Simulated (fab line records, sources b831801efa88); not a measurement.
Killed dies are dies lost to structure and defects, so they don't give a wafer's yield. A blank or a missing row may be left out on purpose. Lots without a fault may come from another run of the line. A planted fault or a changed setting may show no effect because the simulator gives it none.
fab line records | flow gf180mcu
record lots=5 wafers=15 last_day=34
route steps=602 shown HV_LDD@210 NSD@235 PSD@248
lots that met no fault: from a run of the same line without faults
start_h: hours from the record's first day to the start of the lot's first wafer shown | wait_h: hours since the lot's step before | " the same as in the row above | L1.1+2: a row that stands for several wafers | - no value, or no start given | * or withheld: withheld | < > ~ a bound
route shown NAME@n: a module of which the file shows steps, and the number in the route of the first | usual: mean/standard deviation of fault-free wafers | same: alike in all rows | chamber/n: place in a boat | sites: the reading at each site | _std_site: their standard deviation | _edge_site: outer sites' mean less inner sites' | radius_mm: how far each site lies from the wafer's centre | mask NAME#n: copy n | behind: the tool/chamber that last shaped the wafer | hold: why the lot was held/for how many hours/how that ended | device: the transistor (n, p or np) that didn't switch | end of line: the same wafers' tests at the end of the route | a step without rows: its recipe alone | killed: dies lost to structure and defects at the first sort, not the wafer's yield | map: a wafer's dies, x killed, . not, _ none there
set.NAME: the setting as run; set.NAME@STEP: as run at that earlier step | model.NAME: the simulator's own value behind a step, which no gauge read
lots at some steps of the route; a table a step, a row a wafer
services: from which hour (start_h, from the record's first day; less than 0 if before it) a tool's chamber was out of use, for how many hours, and why
## steps
# step GF_HV_LDD_IMPLANT_34
# recipe species=P energy_kev=60 dose_cm2=7.5e+12 tilt_deg=30 rotation_deg=90
# columns lot.wafer tool chamber start_h wait_h
L075.3+4+5 implanter-03 0 261.34 0.1
L078.2+3+6 implanter-03 0 286.11 0.1
L080.2+4+6 implanter-04 0 296.95 0.1
L084.1+3+4 implanter-03 0 331.23 0.1
L097.2+4+5 implanter-04 0 434.61 0.1
# step GF_HV_LDD_IMPLANT_35
# recipe species=P energy_kev=60 dose_cm2=7.5e+12 tilt_deg=30 rotation_deg=180
# columns lot.wafer tool chamber start_h wait_h
L075.3+4+5 implanter-03 0 261.49 0.1
L078.2+3+6 implanter-03 0 286.26 0.1
L080.2+4+6 implanter-04 0 297.10 0.1
L084.1+3+4 implanter-03 0 331.38 0.1
L097.2+4+5 implanter-04 0 434.76 0.1
# step GF_HV_LDD_IMPLANT_36
# recipe species=P energy_kev=60 dose_cm2=7.5e+12 tilt_deg=30 rotation_deg=270
# columns lot.wafer tool chamber start_h wait_h
L075.3+4+5 implanter-03 0 261.64 0.1
L078.2+3+6 implanter-03 0 286.41 0.1
L080.2+4+6 implanter-04 0 297.25 0.1
L084.1+3+4 implanter-03 0 331.53 0.1
L097.2+4+5 implanter-04 0 434.91 0.1
# step GF_HV_LDD_STRIP_37
# recipe chemistry=O2/N2 power_w=1400 pressure_mtorr=1500 platen_temp_c=250 o2_flow_sccm=3000 n2_flow_sccm=300 overash_fraction=0.5
# usual drypump_motor_current_A=5.8/0.36 heater_power_w=318/40 oes_product_au=0.716/0.0044 strip_time_to_endpoint_s=12.63/0.04
# columns lot.wafer tool chamber start_h wait_h drypump_motor_current_A heater_power_w oes_product_au rf_hours_counter_h strip_time_to_endpoint_s
L075.3 plasma_asher-01 1 261.77 0.1 5.6 369 0.709 - 12.68
L075.4 " 0 " " 5.9 328 0.715 - 12.65
L075.5 " 1 " " 5.6 368 0.716 - 12.70
L078.2 plasma_asher-01 1 286.54 0.1 5.6 365 0.724 49 12.67
L078.3 " 1 " " 5.6 365 0.722 - 12.68
L078.6 " 0 " " 5.9 311 0.711 - 12.66
L080.2 plasma_asher-04 0 297.38 0.1 6.2 244 0.714 68 12.54
L080.4 " 1 " " 5.7 327 0.721 - 12.57
L080.6 " 1 " " 5.7 326 0.724 - 12.62
L084.1 plasma_asher-01 0 331.68 0.1 5.9 316 0.712 54 12.66
L084.3 " 1 " " 5.6 365 0.716 - 12.71
L084.4 " 0 " " 5.9 330 0.710 - 12.71
L097.2 plasma_asher-03 1 435.04 0.1 6.0 305 0.720 31 12.63
L097.4 " 0 " " 5.2 349 0.711 - 12.62
L097.5 " 1 " " 6.0 299 0.708 - 12.59
# step GF_HV_LDD_TW_MEAS_38
# usual HV_LDD_3_TW=1439/17
# columns lot.wafer tool chamber start_h wait_h HV_LDD_3_TW
L075.3 film_metro-01 - 261.86 0.1 1421
L075.4 " - " " 1423
L075.5 " - " " 1431
L078.2 film_metro-01 - 286.65 0.1 1418
L078.3 " - " " 1425
L078.6 " - " " 1423
L080.2 film_metro-04 - 297.49 0.1 1422
L080.4 " - " " 1434
L080.6 " - " " 1427
L084.1 film_metro-03 - 331.78 0.1 1460
L084.3 " - " " 1454
L084.4 " - " " 1463
L097.2 film_metro-01 - 435.15 0.1 1415
L097.4 " - " " 1418
L097.5 " - " " 1413
# step GF_HV_LDD_DEHYDRATE_39
# recipe temp_c=200 time_s=60
# columns lot.wafer tool chamber start_h wait_h
L075.3+4+5 litho_track-02 0 270.84 9.0
L078.2+3+6 litho_track-02 0 295.86 9.2
L080.2+4+6 litho_track-04 0 307.40 9.9
L084.1+3+4 litho_track-02 0 341.63 9.8
L097.2+4+5 litho_track-02 0 446.56 11.4
# step GF_HV_LDD_HMDS_40
# recipe prime_time_s=60 prime_temp_c=120
# usual prime_temp_c=119.96/0.13
# same prime_time_s=60
# columns lot.wafer tool chamber start_h wait_h prime_temp_c
L075.3 litho_track-02 0 270.99 0.1 119.88
L075.4 " 0 " " 119.66
L075.5 " 0 " " 119.91
L078.2 litho_track-02 0 296.01 0.1 120.12
L078.3 " 0 " " 119.88
L078.6 " 0 " " 120.09
L080.2 litho_track-04 0 307.55 0.1 119.88
L080.4 " 0 " " 120.21
L080.6 " 0 " " 119.96
L084.1 litho_track-02 0 341.78 0.1 120.03
L084.3 " 0 " " 120.04
L084.4 " 0 " " 120.07
L097.2 litho_track-02 0 446.71 0.1 119.96
L097.4 " 0 " " 120.07
L097.5 " 0 " " 119.98
# step GF_HV_LDD_COAT_41
# recipe resist=NOVOLAK spin_rpm=3000 resist_thk_nm=1000
# columns lot.wafer tool chamber start_h wait_h
L075.3+4+5 litho_track-02 0 271.14 0.1
L078.2+3+6 litho_track-02 0 296.16 0.1
L080.2+4+6 litho_track-04 0 307.70 0.1
L084.1+3+4 litho_track-02 0 341.93 0.1
L097.2+4+5 litho_track-02 0 446.86 0.1
# step GF_HV_LDD_SOFTBAKE_42
# recipe temp_c=90 time_s=60 resist=NOVOLAK
# columns lot.wafer tool chamber start_h wait_h
L075.3+4+5 litho_track-02 0 271.29 0.1
L078.2+3+6 litho_track-02 0 296.31 0.1
L080.2+4+6 litho_track-04 0 307.85 0.1
L084.1+3+4 litho_track-02 0 342.08 0.1
L097.2+4+5 litho_track-02 0 447.01 0.1
# step GF_HV_LDD_EXPOSE_43
# recipe mask_id=Pplus_HV_AREA target_cd_nm=400 na=0.6 source_shape=conventional sigma_outer=0.6 dose_mj=140
# columns lot.wafer tool chamber start_h wait_h mask
L075.3+4+5 iline_stepper-02 0 - - Pplus_HV_AREA#0
L078.2+3+6 iline_stepper-02 0 - - Pplus_HV_AREA#0
L080.2+4+6 iline_stepper-02 0 - - Pplus_HV_AREA#0
L084.1+3+4 iline_stepper-02 0 - - Pplus_HV_AREA#0
L097.2+4+5 iline_stepper-02 0 - - Pplus_HV_AREA#0
# step GF_HV_LDD_PEB_44
# recipe temp_c=withheld time_s=* resist=NOVOLAK
# columns lot.wafer tool chamber start_h wait_h
L075.3+4+5 litho_track-02 0 - -
L078.2+3+6 litho_track-04 0 - -
L080.2+4+6 litho_track-04 0 - -
L084.1+3+4 litho_track-02 0 - -
L097.2+4+5 litho_track-04 0 - -
# step GF_HV_LDD_DEVELOP_45
# recipe develop_time_s=60 dev_temp_c=23
# same develop_time_s=60
# columns lot.wafer tool chamber start_h wait_h
L075.3+4+5 litho_track-02 0 280.69 0.1
L078.2+3+6 litho_track-04 0 306.60 0.1
L080.2+4+6 litho_track-04 0 317.65 0.1
L084.1+3+4 litho_track-02 0 352.88 0.1
L097.2+4+5 litho_track-04 0 459.15 0.1
# step GF_HV_LDD_CD_MEAS_46
# recipe target_cd_nm=400
# usual cd_nm=400.6/2.3
# columns lot.wafer tool chamber start_h wait_h cd_nm
L075.3 cd_sem-02 - 280.83 0.1 401.0
L075.4 " - " " 401.5
L075.5 " - " " 402.4
L078.2 cd_sem-02 - 306.75 0.1 397.6
L078.3 " - " " 397.2
L078.6 " - " " 398.6
L080.2 cd_sem-01 - 317.80 0.1 401.7
L080.4 " - " " 401.8
L080.6 " - " " 401.8
L084.1 cd_sem-01 - 353.03 0.1 403.4
L084.3 " - " " 403.7
L084.4 " - " " 402.9
L097.2 cd_sem-02 - 459.30 0.1 401.2
L097.4 " - " " 401.0
L097.5 " - " " 397.1
# step GF_HV_LDD_OVL_MEAS_47
# usual HV_LDD_03_OVL=1.6/1.7
# columns lot.wafer tool chamber start_h wait_h HV_LDD_03_OVL[nm]
L075.3 overlay-02 - 280.92 0.1 4.9
L075.4 " - " " 3.7
L075.5 " - " " 2.6
L078.2 overlay-01 - 306.85 0.1 4.0
L078.3 " - " " 0.4
L078.6 " - " " -0.2
L080.2 overlay-01 - 317.90 0.1 0.5
L080.4 " - " " 0.9
L080.6 " - " " 3.7
L084.1 overlay-01 - 353.15 0.1 2.8
L084.3 " - " " -0.3
L084.4 " - " " 0.4
L097.2 overlay-01 - 459.40 0.1 1.2
L097.4 " - " " 1.9
L097.5 " - " " 0.5
# step GF_HV_LDD_IMPLANT_48
# recipe species=B energy_kev=25 dose_cm2=3e+13 tilt_deg=7
# columns lot.wafer tool chamber start_h wait_h
L075.3+4+5 implanter-01 0 280.99 0.1
L078.2+3+6 implanter-03 0 306.91 0.0
L080.2+4+6 implanter-01 0 317.96 0.0
L084.1+3+4 implanter-04 0 353.19 0.0
L097.2+4+5 implanter-01 0 459.46 0.0
# step GF_HV_LDD_STRIP_49
# recipe chemistry=O2/N2 power_w=1400 pressure_mtorr=1500 platen_temp_c=250 o2_flow_sccm=3000 n2_flow_sccm=300 overash_fraction=0.5
# usual drypump_motor_current_A=5.7/0.33 heater_power_w=327/35 oes_product_au=0.716/0.0048 strip_time_to_endpoint_s=12.614/0.027
# columns lot.wafer tool chamber start_h wait_h drypump_motor_current_A heater_power_w oes_product_au rf_hours_counter_h strip_time_to_endpoint_s
L075.3 plasma_asher-04 1 281.13 0.1 5.7 317 0.713 - 12.621
L075.4 " 0 " " 6.2 234 0.721 - 12.632
L075.5 " 1 " " 5.7 318 0.709 - 12.636
L078.2 plasma_asher-01 0 307.03 0.1 5.9 327 0.712 52 12.579
L078.3 " 1 " " 5.5 372 0.716 - 12.621
L078.6 " 0 " " 5.9 330 0.722 - 12.651
L080.2 plasma_asher-01 1 318.08 0.1 5.6 368 0.717 53 12.603
L080.4 " 0 " " 5.9 318 0.703 - 12.609
L080.6 " 1 " " 5.6 368 0.710 - 12.603
L084.1 plasma_asher-04 1 353.34 0.1 5.7 316 0.715 74 12.619
L084.3 " 1 " " 5.7 321 0.715 - 12.619
L084.4 " 0 " " 6.2 245 0.718 - 12.607
L097.2 plasma_asher-04 0 459.58 0.1 6.3 244 0.708 86 12.638
L097.4 " 1 " " 5.7 332 0.710 - 12.663
L097.5 " 0 " " 6.2 236 0.713 - 12.664
# step GF_HV_LDD_TW_MEAS_50
# usual HV_LDD_4_TW=569/7
# columns lot.wafer tool chamber start_h wait_h HV_LDD_4_TW
L075.3 film_metro-01 - 281.21 0.1 567
L075.4 " - " " 564
L075.5 " - " " 565
L078.2 film_metro-03 - 307.14 0.1 582
L078.3 " - " " 578
L078.6 " - " " 576
L080.2 film_metro-04 - 318.19 0.1 563
L080.4 " - " " 564
L080.6 " - " " 563
L084.1 film_metro-01 - 353.44 0.1 563
L084.3 " - " " 563
L084.4 " - " " 561
L097.2 film_metro-01 - 459.69 0.1 563
L097.4 " - " " 566
L097.5 " - " " 565
# step GF_HV_LDD_CLEAN_51
# recipe chemistry=SC1/SC2 mix=1:4:20 temp_c=70 time_s=150 dry=n2_spin
# columns lot.wafer tool chamber start_h wait_h
L075.3+4+5 wet_bench-01 2 281.25 0.0
L078.2+3+6 wet_bench-01 1 307.19 0.0
L080.2+4+6 wet_bench-02 1 318.24 0.0
L084.1+3+4 wet_bench-03 2 353.50 0.1
L097.2+4+5 wet_bench-02 2 459.74 0.0
# step GF_HV_LDD_RTA_52
# recipe temp_c=1000 time_s=10 ambient=N2
# usual lamp_power_pct=28/4.1 wafer_temp_C_max=1004.2/0.88
# columns lot.wafer tool chamber start_h wait_h lamp_power_pct wafer_temp_C_max
L075.3 rtp_anneal-01 0 281.33 0.0 33 1003.6
L075.4 " 0 " " 33 1003.9
L075.5 " 0 " " 33 1004.0
L078.2 rtp_anneal-02 0 307.26 0.0 24 1004.8
L078.3 " 0 " " 24 1005.5
L078.6 " 0 " " 24 1004.7
L080.2 rtp_anneal-02 0 318.31 0.0 24 1003.0
L080.4 " 0 " " 24 1005.0
L080.6 " 0 " " 24 1003.7
L084.1 rtp_anneal-01 0 353.55 0.0 33 1005.0
L084.3 " 0 " " 33 1004.7
L084.4 " 0 " " 33 1004.5
L097.2 rtp_anneal-01 0 459.80 0.0 33 1005.9
L097.4 " 0 " " 33 1006.1
L097.5 " 0 " " 33 1003.0
# step GF_HV_LDD_RS_MEAS_53
# recipe thk_meas_gauge=four-point-probe
# usual HV_LDD_RS=418.3/1
# columns lot.wafer tool chamber start_h wait_h HV_LDD_RS[ohm/sq]
L075.3 film_metro-03 - 281.41 0.1 418.7
L075.4 " - " " 418.8
L075.5 " - " " 419.0
L078.2 film_metro-01 - 307.33 0.1 417.6
L078.3 " - " " 418.3
L078.6 " - " " 418.0
L080.2 film_metro-04 - 318.38 0.1 418.1
L080.4 " - " " 419.1
L080.6 " - " " 418.7
L084.1 film_metro-01 - 353.62 0.1 420.0
L084.3 " - " " 419.6
L084.4 " - " " 419.6
L097.2 film_metro-04 - 459.88 0.1 417.9
L097.4 " - " " 417.7
L097.5 " - " " 418.6
# step GF_HV_LDD_CVD_54
# recipe material=SiO2 target_thk_nm=10 precursor=TEOS temp_c=680 time_s=75 pressure_mtorr=400
# columns lot.wafer tool chamber start_h wait_h
L075.3+4+5 lpcvd-01 1 281.49 0.1
L078.2+3+6 lpcvd-01 0 307.43 0.1
L080.2+4+6 lpcvd-02 1 318.48 0.1
L084.1+3+4 lpcvd-01 1 353.74 0.1
L097.2+4+5 lpcvd-02 1 459.98 0.1
# step GF_HV_LDD_THK_MEAS_55
# recipe reads=SiO2_of_HV_LDD_CVD_54
# usual HV_LDD_CVD_54_THK=10.05/0.16
# columns lot.wafer tool chamber start_h wait_h HV_LDD_CVD_54_THK[nm]
L075.3 film_metro-03 - 282.53 0.0 10.43
L075.4 " - " " 10.36
L075.5 " - " " 10.42
L078.2 film_metro-01 - 308.46 0.0 10.13
L078.3 " - " " 9.95
L078.6 " - " " 10.07
L080.2 film_metro-03 - 319.51 0.0 10.23
L080.4 " - " " 10.15
L080.6 " - " " 10.22
L084.1 film_metro-03 - 354.76 0.0 10.22
L084.3 " - " " 10.22
L084.4 " - " " 10.10
L097.2 film_metro-01 - 461.01 0.0 9.81
L097.4 " - " " 9.89
L097.5 " - " " 9.73
# step GF_HV_LDD_CVD_56
# recipe material=Si3N4 precursor=DCS/NH3 target_thk_nm=90 temp_c=770 time_s=1543 pressure_mtorr=250
# columns lot.wafer tool chamber start_h wait_h
L075.3+4+5 lpcvd-02 0 282.57 0.0
L078.2+3+6 lpcvd-01 0 308.51 0.0
L080.2+4+6 lpcvd-02 0 319.56 0.0
L084.1+3+4 lpcvd-01 1 354.82 0.1
L097.2+4+5 lpcvd-02 0 461.06 0.0
# step GF_HV_LDD_THK_MEAS_57
# recipe reads=Si3N4_of_HV_LDD_CVD_56
# usual HV_LDD_CVD_56_THK=90.1/0.95
# columns lot.wafer tool chamber start_h wait_h HV_LDD_CVD_56_THK[nm]
L075.3 film_metro-03 - 284.02 0.0 89.4
L075.4 " - " " 89.7
L075.5 " - " " 89.9
L078.2 film_metro-03 - 309.95 0.0 91.8
L078.3 " - " " 91.6
L078.6 " - " " 92.0
L080.2 film_metro-03 - 321.00 0.0 90.8
L080.4 " - " " 90.1
L080.6 " - " " 90.4
L084.1 film_metro-04 - 356.25 0.0 88.9
L084.3 " - " " 89.4
L084.4 " - " " 89.7
L097.2 film_metro-01 - 462.50 0.0 90.1
L097.4 " - " " 91.0
L097.5 " - " " 90.7
# step GF_HV_LDD_ETCHBACK_58
# recipe chemistry=CH3F/O2 target=Si3N4 stop_on=SiO2 source_w=400 bias_w=80 pressure_mtorr=25 ch3f_flow_sccm=40 O2_flow_sccm=30 time_s=100 target_depth_a=900
# usual drypump_motor_current_A=6.1/0.45 oes_product_au=0.844/0.0064 throttle_valve_pct=10.561/0.0092
# columns lot.wafer tool chamber start_h wait_h drypump_motor_current_A oes_product_au rf_hours_counter_h throttle_valve_pct
L075.3 rie_diel-01 3 284.06 0.0 6.2 0.834 60 10.567
L075.4 " 0 " " 6.6 0.844 - 10.562
L075.5 " 2 " " 5.8 0.843 - 10.563
L078.2 rie_diel-02 2 310.00 0.0 5.4 0.853 15 10.573
L078.3 " 0 " " 6.4 0.850 67 10.551
L078.6 " 3 " " 6.0 0.850 - 10.569
L080.2 rie_diel-01 1 321.05 0.0 6.3 0.848 1 10.559
L080.4 " 2 " " 5.8 0.848 80 10.559
L080.6 " 3 " " 6.2 0.842 - 10.556
L084.1 rie_diel-02 3 356.31 0.1 6.0 0.840 0 10.547
L084.3 " 1 " " 5.0 0.840 2 10.561
L084.4 " 0 " " 6.4 0.846 68 10.555
L097.2 rie_diel-01 2 462.55 0.0 5.8 0.845 84 10.552
L097.4 " 2 " " 5.8 0.844 - 10.556
L097.5 " 3 " " 6.2 0.850 - 10.573
# step GF_NSD_DEHYDRATE_00
# recipe temp_c=200 time_s=60
# columns lot.wafer tool chamber start_h wait_h
L075.3+4+5 litho_track-04 0 293.38 9.3
L078.2+3+6 litho_track-04 0 319.10 9.1
L080.2+4+6 litho_track-03 0 330.70 9.6
L084.1+3+4 litho_track-03 0 366.07 9.7
L097.2+4+5 litho_track-01 0 474.24 11.7
# step GF_NSD_HMDS_01
# recipe prime_time_s=60 prime_temp_c=120
# usual prime_temp_c=120.01/0.14
# same prime_time_s=60
# columns lot.wafer tool chamber start_h wait_h prime_temp_c
L075.3 litho_track-04 0 293.53 0.1 120.07
L075.4 " 0 " " 119.94
L075.5 " 0 " " 120.05
L078.2 litho_track-04 0 319.25 0.1 119.96
L078.3 " 0 " " 119.98
L078.6 " 0 " " 119.82
L080.2 litho_track-03 0 330.85 0.1 119.64
L080.4 " 0 " " 119.92
L080.6 " 0 " " 119.88
L084.1 litho_track-03 0 366.22 0.1 119.96
L084.3 " 0 " " 119.91
L084.4 " 0 " " 120.01
L097.2 litho_track-01 0 474.39 0.1 119.93
L097.4 " 0 " " 119.65
L097.5 " 0 " " 119.85
# step GF_NSD_COAT_02
# recipe resist=NOVOLAK spin_rpm=3000 resist_thk_nm=1000
# columns lot.wafer tool chamber start_h wait_h
L075.3+4+5 litho_track-04 0 293.68 0.1
L078.2+3+6 litho_track-04 0 319.40 0.1
L080.2+4+6 litho_track-03 0 331.00 0.1
L084.1+3+4 litho_track-03 0 366.37 0.1
L097.2+4+5 litho_track-01 0 474.54 0.1
# step GF_NSD_SOFTBAKE_03
# recipe temp_c=90 time_s=60 resist=NOVOLAK
# columns lot.wafer tool chamber start_h wait_h
L075.3+4+5 litho_track-04 0 293.83 0.1
L078.2+3+6 litho_track-04 0 319.55 0.1
L080.2+4+6 litho_track-03 0 331.15 0.1
L084.1+3+4 litho_track-03 0 366.52 0.1
L097.2+4+5 litho_track-01 0 474.69 0.1
# step GF_NSD_EXPOSE_04
# recipe mask_id=Nplus target_cd_nm=400 na=0.6 source_shape=conventional sigma_outer=0.6 dose_mj=140
# columns lot.wafer tool chamber start_h wait_h mask
L075.3+4+5 iline_stepper-01 0 - - Nplus#0
L078.2+3+6 iline_stepper-02 0 - - Nplus#0
L080.2+4+6 iline_stepper-01 0 - - Nplus#0
L084.1+3+4 iline_stepper-01 0 - - Nplus#0
L097.2+4+5 iline_stepper-01 0 - - Nplus#0
# step GF_NSD_PEB_05
# recipe temp_c=withheld time_s=* resist=NOVOLAK
# columns lot.wafer tool chamber start_h wait_h
L075.3+4+5 litho_track-04 0 - -
L078.2+3+6 litho_track-04 0 - -
L080.2+4+6 litho_track-03 0 - -
L084.1+3+4 litho_track-04 0 - -
L097.2+4+5 litho_track-04 0 - -
# step GF_NSD_DEVELOP_06
# recipe develop_time_s=60 dev_temp_c=23
# same develop_time_s=60
# columns lot.wafer tool chamber start_h wait_h
L075.3+4+5 litho_track-04 0 303.53 0.1
L078.2+3+6 litho_track-04 0 329.85 0.1
L080.2+4+6 litho_track-03 0 340.90 0.1
L084.1+3+4 litho_track-04 0 377.73 0.1
L097.2+4+5 litho_track-04 0 486.55 0.1
# step GF_NSD_CD_MEAS_07
# recipe target_cd_nm=400
# usual cd_nm=399.9/2.1
# columns lot.wafer tool chamber start_h wait_h cd_nm
L075.3 cd_sem-02 - 303.67 0.1 399.3
L075.4 " - " " 396.7
L075.5 " - " " 394.1
L078.2 cd_sem-01 - 330.00 0.1 395.6
L078.3 " - " " 398.1
L078.6 " - " " 395.2
L080.2 cd_sem-01 - 341.05 0.1 399.2
L080.4 " - " " 400.7
L080.6 " - " " 398.6
L084.1 cd_sem-01 - 377.88 0.1 397.2
L084.3 " - " " 395.7
L084.4 " - " " 398.3
L097.2 cd_sem-02 - 486.70 0.1 400.1
L097.4 " - " " 400.0
L097.5 " - " " 398.3
# step GF_NSD_OVL_MEAS_08
# usual NSD_OVL=-0.4/1.4
# columns lot.wafer tool chamber start_h wait_h NSD_OVL[nm]
L075.3 overlay-01 - 303.76 0.1 -1.4
L075.4 " - " " -3.1
L075.5 " - " " -2.2
L078.2 overlay-02 - 330.10 0.1 1.0
L078.3 " - " " 0.1
L078.6 " - " " 1.2
L080.2 overlay-01 - 341.15 0.1 -3.1
L080.4 " - " " -3.1
L080.6 " - " " -3.7
L084.1 overlay-02 - 378.00 0.1 -2.1
L084.3 " - " " 0.6
L084.4 " - " " -0.1
L097.2 overlay-01 - 486.80 0.1 -0.2
L097.4 " - " " -0.1
L097.5 " - " " 1.4
# step GF_NSD_IMPLANT_09
# recipe species=As energy_kev=60 dose_cm2=4e+15 tilt_deg=7
# columns lot.wafer tool chamber start_h wait_h
L075.3+4+5 implanter-04 0 303.84 0.1
L078.2+3+6 implanter-04 0 330.16 0.0
L080.2+4+6 implanter-04 0 341.21 0.0
L084.1+3+4 implanter-02 0 378.03 0.0
L097.2+4+5 implanter-04 0 486.86 0.0
# step GF_NSD_IMPLANT_10
# recipe species=P energy_kev=40 dose_cm2=5e+14 tilt_deg=7
# columns lot.wafer tool chamber start_h wait_h
L075.3+4+5 implanter-04 0 303.99 0.1
L078.2+3+6 implanter-04 0 330.31 0.1
L080.2+4+6 implanter-04 0 341.36 0.1
L084.1+3+4 implanter-02 0 378.18 0.1
L097.2+4+5 implanter-04 0 487.01 0.1
# step GF_NSD_STRIP_11
# recipe chemistry=O2/N2 power_w=1400 pressure_mtorr=1500 platen_temp_c=250 o2_flow_sccm=3000 n2_flow_sccm=300 overash_fraction=0.5
# usual drypump_motor_current_A=5.85/0.26 heater_power_w=308/44 oes_product_au=0.486/0.0045 strip_time_to_endpoint_s=22.95/0.034
# columns lot.wafer tool chamber start_h wait_h drypump_motor_current_A heater_power_w oes_product_au rf_hours_counter_h strip_time_to_endpoint_s
L075.3 plasma_asher-01 0 304.12 0.1 5.97 326 0.485 - 22.94
L075.4 " 1 " " 5.53 365 0.487 - 22.97
L075.5 " 1 " " 5.54 370 0.487 - 22.97
L078.2 plasma_asher-01 0 330.43 0.1 5.90 323 0.485 54 22.90
L078.3 " 1 " " 5.55 366 0.487 - 22.94
L078.6 " 1 " " 5.56 367 0.487 - 22.95
L080.2 plasma_asher-04 1 341.48 0.1 5.70 314 0.486 73 22.90
L080.4 " 1 " " 5.71 322 0.482 - 22.88
L080.6 " 0 " " 6.24 245 0.488 - 22.92
L084.1 plasma_asher-04 1 378.33 0.1 5.71 324 0.476 77 22.93
L084.3 " 0 " " 6.24 241 0.493 - 22.98
L084.4 " 1 " " 5.71 324 0.489 - 22.98
L097.2 plasma_asher-04 1 487.13 0.1 5.71 323 0.484 89 22.99
L097.4 " 0 " " 6.23 238 0.493 - 22.98
L097.5 " 0 " " 6.26 236 0.486 - 22.93
# step GF_NSD_TW_MEAS_12
# usual NSD_TW=4207/20
# columns lot.wafer tool chamber start_h wait_h NSD_TW
L075.3 film_metro-02 - 304.21 0.1 4238
L075.4 " - " " 4224
L075.5 " - " " 4237
L078.2 film_metro-04 - 330.54 0.1 4191
L078.3 " - " " 4198
L078.6 " - " " 4187
L080.2 film_metro-02 - 341.59 0.1 4196
L080.4 " - " " 4211
L080.6 " - " " 4236
L084.1 film_metro-01 - 378.43 0.1 4219
L084.3 " - " " 4205
L084.4 " - " " 4205
L097.2 film_metro-04 - 487.24 0.1 4199
L097.4 " - " " 4200
L097.5 " - " " 4197
# step GF_PSD_DEHYDRATE_00
# recipe temp_c=200 time_s=60
# columns lot.wafer tool chamber start_h wait_h
L075.3+4+5 litho_track-01 0 314.27 10.1
L078.2+3+6 litho_track-02 0 340.11 9.6
L080.2+4+6 litho_track-02 0 351.81 10.2
L084.1+3+4 litho_track-03 0 389.17 10.7
L097.2+4+5 litho_track-03 0 498.20 10.9
# step GF_PSD_HMDS_01
# recipe prime_time_s=60 prime_temp_c=120
# usual prime_temp_c=119.98/0.12
# same prime_time_s=60
# columns lot.wafer tool chamber start_h wait_h prime_temp_c
L075.3 litho_track-01 0 314.42 0.1 119.90
L075.4 " 0 " " 120.03
L075.5 " 0 " " 119.75
L078.2 litho_track-02 0 340.26 0.1 119.97
L078.3 " 0 " " 120.09
L078.6 " 0 " " 119.86
L080.2 litho_track-02 0 351.96 0.1 120.03
L080.4 " 0 " " 119.97
L080.6 " 0 " " 120.28
L084.1 litho_track-03 0 389.32 0.1 119.96
L084.3 " 0 " " 119.87
L084.4 " 0 " " 119.94
L097.2 litho_track-03 0 498.35 0.1 119.96
L097.4 " 0 " " 119.99
L097.5 " 0 " " 120.16
# step GF_PSD_COAT_02
# recipe resist=NOVOLAK spin_rpm=3000 resist_thk_nm=1000
# columns lot.wafer tool chamber start_h wait_h
L075.3+4+5 litho_track-01 0 314.57 0.1
L078.2+3+6 litho_track-02 0 340.41 0.1
L080.2+4+6 litho_track-02 0 352.11 0.1
L084.1+3+4 litho_track-03 0 389.47 0.1
L097.2+4+5 litho_track-03 0 498.50 0.1
# step GF_PSD_SOFTBAKE_03
# recipe temp_c=90 time_s=60 resist=NOVOLAK
# columns lot.wafer tool chamber start_h wait_h
L075.3+4+5 litho_track-01 0 314.72 0.1
L078.2+3+6 litho_track-02 0 340.56 0.1
L080.2+4+6 litho_track-02 0 352.26 0.1
L084.1+3+4 litho_track-03 0 389.62 0.1
L097.2+4+5 litho_track-03 0 498.65 0.1
# step GF_PSD_EXPOSE_04
# recipe mask_id=Pplus target_cd_nm=400 na=0.6 source_shape=conventional sigma_outer=0.6 dose_mj=140
# columns lot.wafer tool chamber start_h wait_h mask
L075.3+4+5 iline_stepper-02 0 - - Pplus#0
L078.2+3+6 iline_stepper-01 0 - - Pplus#0
L080.2+4+6 iline_stepper-01 0 - - Pplus#0
L084.1+3+4 iline_stepper-02 0 - - Pplus#0
L097.2+4+5 iline_stepper-02 0 - - Pplus#0
# step GF_PSD_PEB_05
# recipe temp_c=withheld time_s=* resist=NOVOLAK
# columns lot.wafer tool chamber start_h wait_h
L075.3+4+5 litho_track-03 0 - -
L078.2+3+6 litho_track-02 0 - -
L080.2+4+6 litho_track-03 0 - -
L084.1+3+4 litho_track-03 0 - -
L097.2+4+5 litho_track-02 0 - -
# step GF_PSD_DEVELOP_06
# recipe develop_time_s=60 dev_temp_c=23
# same develop_time_s=60
# columns lot.wafer tool chamber start_h wait_h
L075.3+4+5 litho_track-03 0 324.78 0.1
L078.2+3+6 litho_track-02 0 351.66 0.1
L080.2+4+6 litho_track-03 0 362.70 0.1
L084.1+3+4 litho_track-03 0 400.82 0.1
L097.2+4+5 litho_track-02 0 510.51 0.1
# step GF_PSD_CD_MEAS_07
# recipe target_cd_nm=400
# usual cd_nm=399.5/1.7
# columns lot.wafer tool chamber start_h wait_h cd_nm
L075.3 cd_sem-01 - 324.92 0.1 398.8
L075.4 " - " " 397.9
L075.5 " - " " 397.2
L078.2 cd_sem-02 - 351.80 0.1 396.6
L078.3 " - " " 396.3
L078.6 " - " " 400.6
L080.2 cd_sem-02 - 362.84 0.1 400.9
L080.4 " - " " 400.0
L080.6 " - " " 400.2
L084.1 cd_sem-02 - 400.97 0.1 401.3
L084.3 " - " " 401.4
L084.4 " - " " 401.0
L097.2 cd_sem-01 - 510.65 0.1 398.1
L097.4 " - " " 401.2
L097.5 " - " " 398.0
## services
# columns tool chamber start_h hours kind
implanter-01 - 241.18 4.8 pm
rie_diel-01 3 250.45 2.6 repair
implanter-01 - 251.80 2.2 repair
plasma_asher-01 - 255.45 1.1 repair
plasma_asher-01 - 256.44 1.5 repair
rie_diel-01 3 297.51 6.8 repair
plasma_asher-04 - 303.38 2.0 repair
implanter-01 - 306.29 1.9 repair
lpcvd-01 - 313.76 1.4 repair
implanter-03 - 359.45 3.6 pm
plasma_asher-01 - 361.93 2.8 pm
iline_stepper-02 - 386.04 1.7 pm
implanter-03 - 390.34 2.1 repair
implanter-04 - 407.05 3.8 pm
iline_stepper-02 - 414.83 4.9 repair
iline_stepper-02 - 423.89 2.1 pm
lpcvd-01 - 427.00 14.6 pm
iline_stepper-01 - 434.53 1.7 pm
plasma_asher-01 - 438.98 3.6 repair
lpcvd-02 - 439.77 2.3 repair
plasma_asher-01 - 442.15 6.5 repair
implanter-04 - 456.64 6.2 repair
iline_stepper-02 - 466.00 15.5 repair
plasma_asher-04 - 508.74 2.8 pm
## key
fault none
